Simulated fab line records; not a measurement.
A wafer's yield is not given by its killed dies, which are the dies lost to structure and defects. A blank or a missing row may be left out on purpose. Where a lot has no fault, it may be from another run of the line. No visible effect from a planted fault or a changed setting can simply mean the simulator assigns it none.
Which of the tools did it? -- flow gf180mcu -- 12 lots (36 wafers sampled), 1 step of a 602-step route

WHAT THE GAUGES READ, wafer by wafer
GF_M4_THK_MEAS_06: measures by xrf.
lot,measured,on,M4_ALCU_THK (nm)
L075,day 22 21:09,filmMetro-04,450 454 453
L077,day 23 15:57,filmMetro-02,435 428 443
L079,day 24 06:18,filmMetro-02,440 440 446
L081,day 25 00:50,filmMetro-02,438 437 439
L083,day 25 17:31,filmMetro-02,435 444 437
L085,day 26 08:02,filmMetro-02,444 442 445
L087,day 26 21:24,filmMetro-03,456 457 454
L089,day 27 18:52,filmMetro-03,444 433 437
L091,day 28 06:19,filmMetro-04,443 444 450
L093,day 28 21:33,filmMetro-03,448 453 445
L095,day 29 06:24,filmMetro-02,445 447 454
L097,day 29 21:27,filmMetro-04,447 446 446

TOOL THAT RAN EACH LOT (tool first, then ch and the chambers of the sampled wafers, then the start)
The record shows no process step preceding these readings.

THE ANSWER, worked out from the rows above alone
Rule: the usual values come from the lots themselves. Put in order of their means at a reading, lots are off if they are a third of the lots or fewer, leave a main group of 4 or more, and stand apart from it by a gap of 3 or more times the standard deviation of the main group's means; of several such gaps the widest counts. A main group whose means are all the same, to the digits that the tables above print for the reading, isn't used. Also off: a lot with no number at a reading for which 4 or more lots have one. The other lots that the step has rows for count as sound.
No lot is off at any reading shown: from this, nothing can be told.

WHAT THE SIMULATOR HAD INSERTED
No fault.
